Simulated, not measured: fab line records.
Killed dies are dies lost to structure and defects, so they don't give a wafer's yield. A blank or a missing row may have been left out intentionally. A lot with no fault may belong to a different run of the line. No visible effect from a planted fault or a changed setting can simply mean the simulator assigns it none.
fab line records | flow sfqLine
[record] lots = 14 | wafers = 42 | lastDay = 80
route steps=325 shown I3@146 I4@166 JJ@192 R5@217
lots untouched by any fault: they come from a run of this same line in which no faults occurred
startH: start of the lot's first displayed wafer, in hours after the record's first day | waitH: how many hours have passed since the lot's step before this one | " repeats the value in the row above | L1.1+2: a row that stands for several wafers | - no value present, or no start provided | * or withheld: withheld | < > ~ a bound
route shown NAME@n: names a module that has steps shown in the file, with the first one's number in the route | usual: average and standard deviation across the fault-free wafers | same: alike in all rows | chamber/n: place in a boat | sites: per-site readings | _std_site: how widely they spread, as a standard deviation | _edge_site: mean of outer sites minus mean of inner sites | radiusMm: for every site, how far away it sits from the centre of the wafer | mask NAME#n: copy n | behind: the tool/chamber that last shaped the wafer | hold: what put the lot on hold/how long, in hours/how the hold closed | device: names the non-switching transistor (n, p or np) | end of line: at the end of the route, the tests of the same wafers | a step without rows: its recipe alone | killed: dies lost to structure and defects at the first sort, not the wafer's yield | map: dies across one wafer; x = killed, . = not, _ = none there
set.NAME: the setting as run; set.NAME@STEP: as run at that earlier step | model.NAME: the simulator's own value behind a step, which no gauge read
one table for each step of the route and one row for each wafer, over a sample of lots
services: a tool's chamber out of use, with start hour (startH, from the record's first day; less than 0 if before it), hours out, and reason
[[steps]]
[step SFQ_TRILAYER_I3_VIA_STRIP_STRIP_089]
[recipe] gas = O2 | powerW = 200 | platenTempC = 40 | overashFraction = 0.65 | chemistry = O2 | pressureMtorr = 50
[usual] drypumpMotorCurrentA = 5.6/0.52 | oesProductAu = 1.000/0.0088
lot.wafer | tool        | chamber | startH  | waitH | drypumpMotorCurrentA | oesProductAu | rfHoursCounterH
L915.2    | rieMetal-03 | 1       | 919.84  | -     | 6.1                  | 0.993        | 4
L915.3    | "           | 0       | "       | "     | 5.5                  | 1.017        | -
L915.6    | "           | 0       | "       | "     | 5.4                  | 1.022        | -
L916.1    | rieMetal-03 | 1       | 923.73  | -     | 6.2                  | 0.992        | 4
L916.4    | "           | 1       | "       | "     | 6.1                  | 0.989        | -
L916.6    | "           | 0       | "       | "     | 5.5                  | 1.003        | -
L917.1    | rieMetal-04 | 0       | 927.33  | -     | 5.7                  | 1.006        | 70
L917.3    | "           | 0       | "       | "     | 5.7                  | 1.019        | -
L917.5    | "           | 0       | "       | "     | 5.7                  | 1.010        | -
L918.2    | rieMetal-01 | 1       | 938.13  | -     | 6.3                  | 1.000        | 23
L918.4    | "           | 0       | "       | "     | 5.3                  | 0.995        | -
L918.5    | "           | 0       | "       | "     | 5.3                  | 0.996        | -
L920.2    | rieMetal-03 | 0       | 984.94  | -     | 5.5                  | 1.016        | 86
L920.4    | "           | 0       | "       | "     | 5.5                  | 1.018        | -
L920.6    | "           | 0       | "       | "     | 5.5                  | 1.013        | -
L922.1    | rieMetal-04 | 1       | 990.17  | -     | 4.7                  | 1.004        | 61
L922.4    | "           | 0       | "       | "     | 5.7                  | 1.011        | -
L922.5    | "           | 1       | "       | "     | 4.7                  | 1.005        | -
L923.2    | rieMetal-03 | 0       | 991.37  | -     | 5.4                  | 1.011        | 87
L923.4    | "           | 1       | "       | "     | 6.1                  | 1.001        | -
L923.5    | "           | 1       | "       | "     | 6.1                  | 0.989        | -
L926.4    | rieMetal-01 | 1       | 1176.87 | -     | 6.3                  | 1.015        | -
L926.5    | "           | 0       | "       | "     | 5.3                  | 0.995        | -
L926.6    | "           | 1       | "       | "     | 6.3                  | 1.012        | -
L929.2    | rieMetal-01 | 1       | 1188.37 | -     | 6.3                  | 1.000        | 60
L929.3    | "           | 0       | "       | "     | 5.3                  | 0.998        | -
L929.6    | "           | 1       | "       | "     | 6.3                  | 1.004        | -
L930.3    | rieMetal-04 | 0       | 1208.84 | -     | 5.7                  | 0.994        | -
L930.4    | "           | 1       | "       | "     | 4.8                  | 0.998        | -
L930.5    | "           | 0       | "       | "     | 5.7                  | 0.996        | -
L932.1    | rieMetal-01 | 1       | 1213.44 | -     | 6.3                  | 1.001        | 63
L932.2    | "           | 0       | "       | "     | 5.3                  | 0.994        | 75
L932.5    | "           | 0       | "       | "     | 5.3                  | 0.983        | -
L933.1    | rieMetal-04 | 0       | 1215.84 | -     | 5.6                  | 1.008        | 110
L933.3    | "           | 0       | "       | "     | 5.6                  | 1.008        | -
L933.5    | "           | 0       | "       | "     | 5.6                  | 0.998        | -
L934.1    | rieMetal-01 | 0       | 1219.44 | -     | 5.3                  | 1.000        | 77
L934.2    | "           | 1       | "       | "     | 6.3                  | 1.010        | 64
L934.6    | "           | 0       | "       | "     | 5.3                  | 1.000        | -
L938.3    | rieMetal-01 | 1       | 1288.02 | -     | 6.3                  | 1.012        | -
L938.4    | "           | 0       | "       | "     | 5.3                  | 0.991        | -
L938.6    | "           | 0       | "       | "     | 5.3                  | 1.000        | -
[step SFQ_TRILAYER_I4_METRO_MEASURE_101]
[usual] thkNm = 200.5/1.3
lot.wafer | tool         | chamber | startH  | waitH | thkNm
L915.2    | filmMetro-03 | -       | 1061.01 | 0.3   | 201.6
L915.3    | "            | -       | "       | "     | 200.3
L915.6    | "            | -       | "       | "     | 200.9
L916.1    | filmMetro-03 | -       | 1066.80 | 0.1   | 199.7
L916.4    | "            | -       | "       | "     | 200.8
L916.6    | "            | -       | "       | "     | 201.7
L917.1    | filmMetro-04 | -       | 1071.61 | 0.1   | 199.8
L917.3    | "            | -       | "       | "     | 199.5
L917.5    | "            | -       | "       | "     | 200.7
L918.2    | filmMetro-03 | -       | 1085.01 | 0.3   | 201.1
L918.4    | "            | -       | "       | "     | 198.4
L918.5    | "            | -       | "       | "     | 201.0
L920.2    | filmMetro-02 | -       | 1136.96 | 0.3   | 201.7
L920.4    | "            | -       | "       | "     | 202.4
L920.6    | "            | -       | "       | "     | 201.6
L922.1    | filmMetro-02 | -       | 1142.76 | 0.1   | 201.5
L922.4    | "            | -       | "       | "     | 200.8
L922.5    | "            | -       | "       | "     | 201.9
L923.2    | filmMetro-03 | -       | 1144.66 | 0.3   | 199.6
L923.4    | "            | -       | "       | "     | 201.4
L923.5    | "            | -       | "       | "     | 198.5
L926.4    | filmMetro-03 | -       | 1317.02 | 0.6   | 200.5
L926.5    | "            | -       | "       | "     | 200.5
L926.6    | "            | -       | "       | "     | 202.5
L929.2    | filmMetro-04 | -       | 1328.62 | 0.3   | 199.8
L929.3    | "            | -       | "       | "     | 202.1
L929.6    | "            | -       | "       | "     | 200.7
L930.3    | filmMetro-04 | -       | 1342.70 | 0.5   | 200.5
L930.4    | "            | -       | "       | "     | 201.0
L930.5    | "            | -       | "       | "     | 200.8
L932.1    | filmMetro-03 | -       | 1346.42 | 0.1   | 200.5
L932.2    | "            | -       | "       | "     | 202.4
L932.5    | "            | -       | "       | "     | 201.3
L933.1    | filmMetro-04 | -       | 1349.42 | 0.1   | 198.7
L933.3    | "            | -       | "       | "     | 199.0
L933.5    | "            | -       | "       | "     | 199.9
L934.1    | filmMetro-04 | -       | 1354.30 | 0.1   | 197.8
L934.2    | "            | -       | "       | "     | 201.3
L934.6    | "            | -       | "       | "     | 202.1
L938.3    | filmMetro-03 | -       | 1405.93 | 0.5   | 200.5
L938.4    | "            | -       | "       | "     | 199.1
L938.6    | "            | -       | "       | "     | 198.6
[step SFQ_TRILAYER_JJ_CE_METRO_MEASURE_117]
[usual] cdNm = 700.0/1.6
lot.wafer | tool     | chamber | startH  | waitH | cdNm
L915.2    | cdSem-02 | -       | 1223.29 | 0.2   | 697.2
L915.3    | "        | -       | "       | "     | 697.3
L915.6    | "        | -       | "       | "     | 699.1
L916.1    | cdSem-01 | -       | 1225.49 | 0.0   | 701.0
L916.4    | "        | -       | "       | "     | 699.9
L916.6    | "        | -       | "       | "     | 700.6
L917.1    | cdSem-02 | -       | 1227.89 | 0.0   | 704.0
L917.3    | "        | -       | "       | "     | 704.2
L917.5    | "        | -       | "       | "     | 702.6
L918.2    | cdSem-01 | -       | 1229.29 | 0.2   | 700.4
L918.4    | "        | -       | "       | "     | 701.0
L918.5    | "        | -       | "       | "     | 701.7
L920.2    | cdSem-02 | -       | 1276.94 | 0.2   | 699.0
L920.4    | "        | -       | "       | "     | 700.8
L920.6    | "        | -       | "       | "     | 699.9
L922.1    | cdSem-02 | -       | 1279.14 | 0.0   | 697.8
L922.4    | "        | -       | "       | "     | 700.4
L922.5    | "        | -       | "       | "     | 699.7
L923.2    | cdSem-01 | -       | 1280.54 | 0.2   | 701.1
L923.4    | "        | -       | "       | "     | 698.6
L923.5    | "        | -       | "       | "     | 700.1
L926.4    | cdSem-02 | -       | 1334.18 | 0.6   | 700.8
L926.5    | "        | -       | "       | "     | 700.7
L926.6    | "        | -       | "       | "     | 701.6
L929.2    | cdSem-01 | -       | 1459.44 | 0.2   | 701.9
L929.3    | "        | -       | "       | "     | 700.9
L929.6    | "        | -       | "       | "     | 701.1
L930.3    | cdSem-02 | -       | 1460.84 | 0.4   | 699.6
L930.4    | "        | -       | "       | "     | 699.1
L930.5    | "        | -       | "       | "     | 699.7
L932.1    | cdSem-02 | -       | 1463.59 | 0.0   | 700.0
L932.2    | "        | -       | "       | "     | 702.3
L932.5    | "        | -       | "       | "     | 700.7
L933.1    | cdSem-01 | -       | 1464.79 | 0.0   | 699.9
L933.3    | "        | -       | "       | "     | 700.3
L933.5    | "        | -       | "       | "     | 699.7
L934.1    | cdSem-02 | -       | 1467.19 | 0.0   | 700.6
L934.2    | "        | -       | "       | "     | 701.7
L934.6    | "        | -       | "       | "     | 699.7
L938.3    | cdSem-02 | -       | 1613.34 | 0.4   | 699.1
L938.4    | "        | -       | "       | "     | 698.5
L938.6    | "        | -       | "       | "     | 698.1
[step SFQ_TRILAYER_R5_LITHO_COAT_141]
[recipe] resist = BARC | spinRpm = 3000 | resistThkNm = 62
[usual] chillPlateTempC = 22.99/0.1 | resistLineTempC = 23.00/0.11 | spinSpeedRpm = 2999.9/1.9
lot.wafer | tool          | chamber | startH  | waitH | chillPlateTempC | resistLineTempC | spinSpeedRpm
L915.2    | lithoTrack-01 | 0       | 1246.48 | 0.1   | 22.92           | 23.10           | 2996.7
L915.3    | "             | 0       | "       | "     | 23.01           | 23.02           | 3000.7
L915.6    | "             | 0       | "       | "     | 23.14           | 22.97           | 2999.4
L916.1    | lithoTrack-01 | 0       | 1249.52 | 0.1   | 22.89           | 23.16           | 3000.5
L916.4    | "             | 0       | "       | "     | 23.08           | 23.01           | 3001.3
L916.6    | "             | 0       | "       | "     | 22.89           | 22.98           | 2999.8
L917.1    | lithoTrack-03 | 0       | 1252.52 | 0.1   | 22.96           | 23.00           | 3001.0
L917.3    | "             | 0       | "       | "     | 23.00           | 23.11           | 3001.3
L917.5    | "             | 0       | "       | "     | 22.93           | 22.99           | 2998.3
L918.2    | lithoTrack-01 | 0       | 1256.91 | 0.1   | 22.86           | 23.08           | 3000.0
L918.4    | "             | 0       | "       | "     | 23.00           | 23.10           | 2999.7
L918.5    | "             | 0       | "       | "     | 22.91           | 23.15           | 3001.6
L920.2    | lithoTrack-03 | 0       | 1298.71 | 0.1   | 23.03           | 22.79           | 3001.0
L920.4    | "             | 0       | "       | "     | 23.13           | 22.92           | 2998.6
L920.6    | "             | 0       | "       | "     | 23.02           | 22.70           | 3003.7
L922.1    | lithoTrack-03 | 0       | 1305.78 | 0.1   | 23.06           | 22.79           | 2999.8
L922.4    | "             | 0       | "       | "     | 23.01           | 22.95           | 2998.9
L922.5    | "             | 0       | "       | "     | 22.98           | 22.90           | 2999.1
L923.2    | lithoTrack-03 | 0       | 1310.71 | 0.1   | 22.96           | 23.05           | 2999.5
L923.4    | "             | 0       | "       | "     | 22.89           | 23.13           | 2999.5
L923.5    | "             | 0       | "       | "     | 22.93           | 23.18           | 3001.0
L926.4    | lithoTrack-01 | 0       | 1444.04 | 0.2   | 22.97           | 22.93           | 2999.3
L926.5    | "             | 0       | "       | "     | 23.04           | 22.97           | 2999.7
L926.6    | "             | 0       | "       | "     | 22.96           | 22.95           | 2998.9
L929.2    | lithoTrack-03 | 0       | 1494.41 | 0.1   | 22.85           | 23.08           | 2999.5
L929.3    | "             | 0       | "       | "     | 22.78           | 22.94           | 2997.7
L929.6    | "             | 0       | "       | "     | 23.01           | 23.12           | 2998.7
L930.3    | lithoTrack-01 | 0       | 1495.52 | 0.1   | 23.19           | 23.07           | 2999.9
L930.4    | "             | 0       | "       | "     | 23.14           | 23.14           | 3000.7
L930.5    | "             | 0       | "       | "     | 23.22           | 23.21           | 3000.7
L932.1    | lithoTrack-02 | 0       | 1498.42 | 0.1   | 22.95           | 23.06           | 3002.5
L932.2    | "             | 0       | "       | "     | 22.95           | 22.98           | 2997.2
L932.5    | "             | 0       | "       | "     | 23.03           | 22.90           | 2998.2
L933.1    | lithoTrack-03 | 0       | 1500.36 | 0.1   | 23.09           | 23.13           | 2997.6
L933.3    | "             | 0       | "       | "     | 23.19           | 23.02           | 2995.4
L933.5    | "             | 0       | "       | "     | 23.13           | 23.36           | 2998.7
L934.1    | lithoTrack-03 | 0       | 1503.36 | 0.1   | 23.05           | 23.19           | 2997.9
L934.2    | "             | 0       | "       | "     | 23.17           | 23.13           | 2998.1
L934.6    | "             | 0       | "       | "     | 23.07           | 23.08           | 3001.9
L938.3    | lithoTrack-03 | 0       | 1626.95 | 0.1   | 23.02           | 22.97           | 2996.9
L938.4    | "             | 0       | "       | "     | 22.85           | 23.02           | 3002.0
L938.6    | "             | 0       | "       | "     | 22.91           | 22.84           | 2996.6
[step SFQ_TRILAYER_R5_BARC_OPEN_METAL_ETCH_177]
[recipe] maskMaterial = PR | chemistry = O2 | targetDepthNm = 125 | target = BARC | icpW = 600 | biasW = 80 | pressureMtorr = 10 | timeS = 41.7
[usual] drypumpMotorCurrentA = 5.8/0.59 | oesProductAu = 0.685/0.0049
[same] timeS = 41.7
lot.wafer | tool        | chamber | startH  | waitH | drypumpMotorCurrentA | oesProductAu | rfHoursCounterH
L915.2    | rieMetal-03 | 1       | 1269.46 | 0.0   | 6.1                  | 0.685        | -
L915.3    | "           | 1       | "       | "     | 6.1                  | 0.678        | -
L915.6    | "           | 1       | "       | "     | 6.1                  | 0.685        | -
L916.1    | rieMetal-04 | 1       | 1270.64 | 0.0   | 4.8                  | 0.689        | 108
L916.4    | "           | 0       | "       | "     | 5.6                  | 0.701        | -
L916.6    | "           | 1       | "       | "     | 4.8                  | 0.685        | -
L917.1    | rieMetal-03 | 1       | 1271.84 | 0.0   | 6.1                  | 0.686        | 61
L917.3    | "           | 1       | "       | "     | 6.1                  | 0.680        | -
L917.5    | "           | 1       | "       | "     | 6.1                  | 0.687        | -
L918.2    | rieMetal-04 | 0       | 1274.45 | 0.0   | 5.6                  | 0.689        | 120
L918.4    | "           | 1       | "       | "     | 4.8                  | 0.690        | -
L918.5    | "           | 1       | "       | "     | 4.7                  | 0.686        | -
L920.2    | rieMetal-03 | 0       | 1403.94 | 0.0   | 5.5                  | 0.676        | 21
L920.4    | "           | 1       | "       | "     | 6.1                  | 0.686        | -
L920.6    | "           | 1       | "       | "     | 6.1                  | 0.681        | -
L922.1    | rieMetal-02 | 0       | 1406.60 | 0.0   | 6.6                  | 0.683        | 87
L922.4    | "           | 1       | "       | "     | 6.3                  | 0.708        | -
L922.5    | "           | 1       | "       | "     | 6.3                  | 0.703        | -
L923.2    | rieMetal-03 | 0       | 1411.40 | 0.0   | 5.5                  | 0.687        | 23
L923.4    | "           | 1       | "       | "     | 6.1                  | 0.712        | -
L923.5    | "           | 0       | "       | "     | 5.5                  | 0.703        | -
L926.4    | rieMetal-02 | 1       | 1544.56 | 0.0   | 6.3                  | 0.686        | -
L926.5    | "           | 0       | "       | "     | 6.6                  | 0.692        | -
L926.6    | "           | 1       | "       | "     | 6.3                  | 0.681        | -
L929.2    | rieMetal-02 | 1       | 1602.14 | 0.0   | 6.3                  | 0.685        | 9
L929.3    | "           | 0       | "       | "     | 6.5                  | 0.684        | -
L929.6    | "           | 1       | "       | "     | 6.3                  | 0.687        | -
L930.3    | rieMetal-04 | 1       | 1604.56 | 0.0   | 4.7                  | 0.684        | -
L930.4    | "           | 0       | "       | "     | 5.6                  | 0.688        | -
L930.5    | "           | 1       | "       | "     | 4.7                  | 0.675        | -
L932.1    | rieMetal-02 | 1       | 1609.34 | 0.0   | 6.3                  | 0.678        | 10
L932.2    | "           | 0       | "       | "     | 6.5                  | 0.682        | 117
L932.5    | "           | 0       | "       | "     | 6.6                  | 0.685        | -
L933.1    | rieMetal-03 | 0       | 1611.74 | 0.0   | 5.5                  | 0.677        | 49
L933.3    | "           | 1       | "       | "     | 6.1                  | 0.691        | -
L933.5    | "           | 1       | "       | "     | 6.1                  | 0.686        | -
L934.1    | rieMetal-04 | 1       | 1613.92 | 0.0   | 4.8                  | 0.690        | 10
L934.2    | "           | 0       | "       | "     | 5.6                  | 0.674        | 26
L934.6    | "           | 1       | "       | "     | 4.7                  | 0.681        | -
L938.3    | rieMetal-02 | 1       | 1630.12 | 0.0   | 6.3                  | 0.682        | -
L938.4    | "           | 0       | "       | "     | 6.5                  | 0.678        | -
L938.6    | "           | 0       | "       | "     | 6.5                  | 0.690        | -
[[services]]
tool        | chamber | startH  | hours | kind
rieMetal-03 | 0       | 930.73  | 23.5  | repair
cdSem-02    | -       | 957.66  | 0.8   | pm
cdSem-02    | -       | 958.44  | 1.5   | pm
rieMetal-03 | -       | 974.51  | 4.3   | pm
cdSem-02    | -       | 984.14  | 0.9   | pm
rieMetal-03 | -       | 1049.73 | 14.6  | pm
rieMetal-03 | -       | 1070.94 | 0.4   | repair
cdSem-02    | -       | 1131.78 | 0.3   | pm
cdSem-02    | -       | 1141.66 | 0.9   | pm
cdSem-02    | -       | 1142.56 | 0.3   | pm
rieMetal-04 | -       | 1163.46 | 0.1   | repair
rieMetal-04 | 0       | 1166.88 | 22.6  | repair
cdSem-02    | -       | 1168.14 | 0.5   | pm
rieMetal-03 | 1       | 1194.05 | 3.8   | repair
cdSem-02    | -       | 1325.66 | 0.5   | pm
cdSem-02    | -       | 1326.35 | 2.0   | pm
cdSem-02    | -       | 1352.14 | 0.7   | pm
cdSem-02    | -       | 1401.78 | 0.9   | pm
cdSem-02    | -       | 1509.66 | 1.4   | pm
cdSem-02    | -       | 1511.02 | 0.1   | pm
rieMetal-03 | -       | 1524.39 | 0.7   | repair
cdSem-02    | -       | 1536.14 | 0.3   | pm
rieMetal-03 | -       | 1578.28 | 2.8   | pm
cdSem-02    | -       | 1608.02 | 2.0   | pm
[[key]]
[firstSign] step = SFQ_TRILAYER_R5_BARC_OPEN_METAL_ETCH_177 | reading = oesProductAu | direction = up | sigmas = 4.4 | usual = 0.685 | struck = 0.706
effect none on later readings
metAt SFQ_TRILAYER_R5_LITHO_COAT_141
struckLots L922,L923
struckWafers L922.4,L922.5,L923.4,L923.5
notActingAt SFQ_TRILAYER_I3_VIA_STRIP_STRIP_089,SFQ_TRILAYER_I4_METRO_MEASURE_101,SFQ_TRILAYER_JJ_CE_METRO_MEASURE_117
onsetBetween 1298.71 1305.78
[fault] kind = processParameterDrift | tool = lithoTrack-03 | chamber = - | onsetH = 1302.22 | steps = SFQ_TRILAYER_R5_LITHO_COAT_141 | channel = resistThkNm | offset = 5.1836 | shape = step | endH = 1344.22 | scope = struckWafersOnly | actsIn = theseRecipesOnly | stated = 62
